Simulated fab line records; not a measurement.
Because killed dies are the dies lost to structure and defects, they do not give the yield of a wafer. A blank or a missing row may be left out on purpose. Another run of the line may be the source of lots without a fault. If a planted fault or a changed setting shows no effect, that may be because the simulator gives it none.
Which tool was responsible? :: flow sky130 :: 15 lots with 45 wafers sampled at 4 steps, on a route of 708 steps

== WHAT EACH GAUGE READ, for each wafer ==
SKY_METAL1_RS_MEAS_05: measurement is done with a four-point probe. Usual: for METAL1_ALCU_RS the level is 0.1267 ohm/sq and the standard deviation is 0.0015.
lot: L696
measured: day 31 01:23
on: film metro-02
METAL1_ALCU_RS (ohm/sq): 0.1265 0.1264 0.1269
flag: 

lot: L698
measured: day 32 02:56
on: film metro-04
METAL1_ALCU_RS (ohm/sq): 0.1273 0.1265 0.1258
flag: 

lot: L699
measured: day 32 06:19
on: film metro-04
METAL1_ALCU_RS (ohm/sq): 0.1271 0.1282 0.1275
flag: 

lot: L700
measured: day 32 23:51
on: film metro-03
METAL1_ALCU_RS (ohm/sq): 0.1272 0.1287 0.1267
flag: 

lot: L702
measured: day 33 11:41
on: film metro-03
METAL1_ALCU_RS (ohm/sq): 0.1253 0.1251 0.1270
flag: 

lot: L704
measured: day 34 03:19
on: film metro-02
METAL1_ALCU_RS (ohm/sq): 0.1264 0.1269 0.1266
flag: 

lot: L709
measured: day 36 16:00
on: film metro-03
METAL1_ALCU_RS (ohm/sq): 0.1270 0.1249 0.1274
flag: 

lot: L710
measured: day 37 02:31
on: film metro-02
METAL1_ALCU_RS (ohm/sq): 0.1277 0.1273 0.1267
flag: 

lot: L711
measured: day 37 08:34
on: film metro-04
METAL1_ALCU_RS (ohm/sq): 0.1255 0.1239 0.1252
flag: 

lot: L714
measured: day 37 13:29
on: film metro-03
METAL1_ALCU_RS (ohm/sq): 0.1255 0.1269 0.1257
flag: 

lot: L715
measured: day 37 17:32
on: film metro-04
METAL1_ALCU_RS (ohm/sq): 0.1254 0.1271 0.1253
flag: 

lot: L716
measured: day 37 23:08
on: film metro-03
METAL1_ALCU_RS (ohm/sq): 0.1277 0.1265 0.1280
flag: 

lot: L717
measured: day 38 22:07
on: film metro-03
METAL1_ALCU_RS (ohm/sq): 0.1243 0.1273 0.1250
flag: 

lot: L718
measured: day 38 23:01
on: film metro-03
METAL1_ALCU_RS (ohm/sq): 0.1242 0.1276 0.1254
flag: 

lot: L719
measured: day 39 13:49
on: film metro-02
METAL1_ALCU_RS (ohm/sq): 0.1277 0.1280 0.1266
flag: 

SKY_VIA1_OVL_MEAS_13. Usual: for VIA1_OVL the level is 1 nm and the standard deviation is 5.8.
lot: L696
measured: day 33 09:04
on: overlay-01
VIA1_OVL (nm): -1 6 8
flag: 

lot: L698
measured: day 34 10:00
on: overlay-01
VIA1_OVL (nm): 13 3 12
flag: 

lot: L699
measured: day 34 13:27
on: overlay-02
VIA1_OVL (nm): -10 -4 -9
flag: 

lot: L700
measured: day 35 06:40
on: overlay-02
VIA1_OVL (nm): 0 -2 -9
flag: 

lot: L702
measured: day 35 18:55
on: overlay-02
VIA1_OVL (nm): 2 -4 -1
flag: 

lot: L704
measured: day 36 09:05
on: overlay-02
VIA1_OVL (nm): 10 3 -1
flag: 

lot: L714
measured: day 39 16:55
on: overlay-01
VIA1_OVL (nm): -1 2 -2
flag: 

lot: L715
measured: day 39 21:54
on: overlay-02
VIA1_OVL (nm): 6 3 4
flag: 

lot: L716
measured: day 40 02:43
on: overlay-02
VIA1_OVL (nm): 3 6 1
flag: 

lot: L717
measured: day 41 00:46
on: overlay-01
VIA1_OVL (nm): 14 5 5
flag: 

lot: L718
measured: day 41 02:18
on: overlay-02
VIA1_OVL (nm): 3 0 9
flag: 

lot: L719
measured: day 41 15:58
on: overlay-02
VIA1_OVL (nm): -4 5 0
flag: 

== WHAT TOOL EACH LOT RAN ON (gives the tool, then ch and the chambers of the sampled wafers, and finally the start) ==
lot: L696
SKY_METAL1_SPUTTER_01: pvd sputter-01, day 31 01:16
SKY_VIA1_HDPCVD_00: hdpcvd-02 ch 0,2, day 32 05:31

lot: L698
SKY_METAL1_SPUTTER_01: pvd sputter-02, day 32 02:49
SKY_VIA1_HDPCVD_00: hdpcvd-02 ch 1,2, day 33 07:02

lot: L699
SKY_METAL1_SPUTTER_01: pvd sputter-01, day 32 06:11
SKY_VIA1_HDPCVD_00: hdpcvd-01 ch 0,1, day 33 10:19

lot: L700
SKY_METAL1_SPUTTER_01: pvd sputter-02, day 32 23:41
SKY_VIA1_HDPCVD_00: hdpcvd-02 ch 0,1,2, day 34 03:15

lot: L702
SKY_METAL1_SPUTTER_01: pvd sputter-02, day 33 11:33
SKY_VIA1_HDPCVD_00: hdpcvd-02 ch 1,2, day 34 15:29

lot: L704
SKY_METAL1_SPUTTER_01: pvd sputter-01, day 34 03:12
SKY_VIA1_HDPCVD_00: hdpcvd-01 ch 0,1, day 35 06:41

lot: L709
SKY_METAL1_SPUTTER_01: pvd sputter-04, day 36 15:53
SKY_VIA1_HDPCVD_00: hdpcvd-02 ch 0,1,2, day 37 18:46

lot: L710
SKY_METAL1_SPUTTER_01: pvd sputter-01, day 37 02:22
SKY_VIA1_HDPCVD_00: hdpcvd-02 ch 0,2, day 38 05:04

lot: L711
SKY_METAL1_SPUTTER_01: pvd sputter-04, day 37 08:24
SKY_VIA1_HDPCVD_00: hdpcvd-02 ch 0,1, day 38 10:55

lot: L714
SKY_METAL1_SPUTTER_01: pvd sputter-01, day 37 13:22
SKY_VIA1_HDPCVD_00: hdpcvd-02 ch 0,1,2, day 38 16:19

lot: L715
SKY_METAL1_SPUTTER_01: pvd sputter-01, day 37 17:23
SKY_VIA1_HDPCVD_00: hdpcvd-01 ch 0,1, day 38 20:14

lot: L716
SKY_METAL1_SPUTTER_01: pvd sputter-02, day 37 23:01
SKY_VIA1_HDPCVD_00: hdpcvd-01 ch 0,1, day 39 01:02

lot: L717
SKY_METAL1_SPUTTER_01: pvd sputter-04, day 38 21:59
SKY_VIA1_HDPCVD_00: hdpcvd-01 ch 0,1,2, day 39 23:59

lot: L718
SKY_METAL1_SPUTTER_01: pvd sputter-04, day 38 22:55
SKY_VIA1_HDPCVD_00: hdpcvd-02 ch 1,2, day 40 01:19

lot: L719
SKY_METAL1_SPUTTER_01: pvd sputter-01, day 39 13:41
SKY_VIA1_HDPCVD_00: hdpcvd-02 ch 1,2, day 40 15:35
- SKY_METAL1_SPUTTER_01: material TiN, target thk 20 nm, time 16.7 s.
- SKY_VIA1_HDPCVD_00: deposits SiO2, target thk 1030 nm, time 171.7 s.

== WHAT THE TOOLS THEMSELVES READ (means of the sampled wafers that have a number; where no wafer has one, the mark that the record gives instead) ==
SKY_METAL1_SPUTTER_01. Usual: 30.0 % for throttle valve pct, sd 0.99.
lot: L696
tool: pvd sputter-01
throttle valve pct (%): 30.1
flag: 

lot: L698
tool: pvd sputter-02
throttle valve pct (%): 30.1
flag: 

lot: L699
tool: pvd sputter-01
throttle valve pct (%): 30.2
flag: 

lot: L700
tool: pvd sputter-02
throttle valve pct (%): 30.0
flag: 

lot: L702
tool: pvd sputter-02
throttle valve pct (%): 30.7
flag: 

lot: L704
tool: pvd sputter-01
throttle valve pct (%): 30.1
flag: 

lot: L709
tool: pvd sputter-04
throttle valve pct (%): 29.7
flag: 

lot: L710
tool: pvd sputter-01
throttle valve pct (%): 30.0
flag: 

lot: L711
tool: pvd sputter-04
throttle valve pct (%): 29.9
flag: 

lot: L714
tool: pvd sputter-01
throttle valve pct (%): 30.3
flag: 

lot: L715
tool: pvd sputter-01
throttle valve pct (%): 30.9
flag: 

lot: L716
tool: pvd sputter-02
throttle valve pct (%): 30.2
flag: 

lot: L717
tool: pvd sputter-04
throttle valve pct (%): 29.1
flag: 

lot: L718
tool: pvd sputter-04
throttle valve pct (%): 30.2
flag: 

lot: L719
tool: pvd sputter-01
throttle valve pct (%): 30.3
flag: 

SKY_VIA1_HDPCVD_00. Usual: pressure mtorr 5.998 mTorr, standard deviation 0.013; run length s 199.3 s, standard deviation 0.46; sih4 flow sccm 57.25 sccm, standard deviation 0.15.
lot: L696
tool: hdpcvd-02
pressure mtorr (mTorr): 5.987
run length s (s): 199.6
sih4 flow sccm (sccm): 57.19
flag: 

lot: L698
tool: hdpcvd-02
pressure mtorr (mTorr): 5.999
run length s (s): 200.0
sih4 flow sccm (sccm): 57.27
flag: 

lot: L699
tool: hdpcvd-01
pressure mtorr (mTorr): 5.989
run length s (s): 199.7
sih4 flow sccm (sccm): 57.34
flag: 

lot: L700
tool: hdpcvd-02
pressure mtorr (mTorr): 5.995
run length s (s): 199.4
sih4 flow sccm (sccm): 57.32
flag: 

lot: L702
tool: hdpcvd-02
pressure mtorr (mTorr): 6.002
run length s (s): 199.5
sih4 flow sccm (sccm): 57.30
flag: 

lot: L704
tool: hdpcvd-01
pressure mtorr (mTorr): 5.994
run length s (s): 199.7
sih4 flow sccm (sccm): 57.33
flag: 

lot: L709
tool: hdpcvd-02
pressure mtorr (mTorr): -
run length s (s): -
sih4 flow sccm (sccm): -
flag: OFF

lot: L710
tool: hdpcvd-02
pressure mtorr (mTorr): -
run length s (s): -
sih4 flow sccm (sccm): -
flag: OFF

lot: L711
tool: hdpcvd-02
pressure mtorr (mTorr): -
run length s (s): -
sih4 flow sccm (sccm): -
flag: OFF

lot: L714
tool: hdpcvd-02
pressure mtorr (mTorr): 6.003
run length s (s): 199.4
sih4 flow sccm (sccm): 57.14
flag: 

lot: L715
tool: hdpcvd-01
pressure mtorr (mTorr): 6.007
run length s (s): 199.7
sih4 flow sccm (sccm): 57.24
flag: 

lot: L716
tool: hdpcvd-01
pressure mtorr (mTorr): 5.994
run length s (s): 199.7
sih4 flow sccm (sccm): 57.28
flag: 

lot: L717
tool: hdpcvd-01
pressure mtorr (mTorr): 5.995
run length s (s): 199.5
sih4 flow sccm (sccm): 57.21
flag: 

lot: L718
tool: hdpcvd-02
pressure mtorr (mTorr): 6.011
run length s (s): 199.5
sih4 flow sccm (sccm): 57.29
flag: 

lot: L719
tool: hdpcvd-02
pressure mtorr (mTorr): 5.990
run length s (s): 199.6
sih4 flow sccm (sccm): 57.34
flag: 

== THE ANSWER, worked out from the rows above alone ==
Rule: lot off if the mean of its wafers having a number is beyond 3 standard deviations from the usual mean. A lot without any number at a reading at which 4 lots or more have one is off too. Where the step has rows for the other lots, those lots are counted as sound. Order of review: gauges by route order, followed by the tools' own readings, for which a lot's mean as printed above is used. The first step at which some lot is off is used, and at that step the reading that is off furthest; a lot without a number counts as furthest.
Off, at SKY_VIA1_HDPCVD_00 on pressure mtorr: L709, L710, L711. Without a number there: L709, L710, L711.
If a tool, at that step or one of the process steps before it, ran each lot that is off and ran no sound lot following the first of them, it fits. Of those tried, none fits.

== WHAT WAS PUT IN BY THE SIMULATOR ==
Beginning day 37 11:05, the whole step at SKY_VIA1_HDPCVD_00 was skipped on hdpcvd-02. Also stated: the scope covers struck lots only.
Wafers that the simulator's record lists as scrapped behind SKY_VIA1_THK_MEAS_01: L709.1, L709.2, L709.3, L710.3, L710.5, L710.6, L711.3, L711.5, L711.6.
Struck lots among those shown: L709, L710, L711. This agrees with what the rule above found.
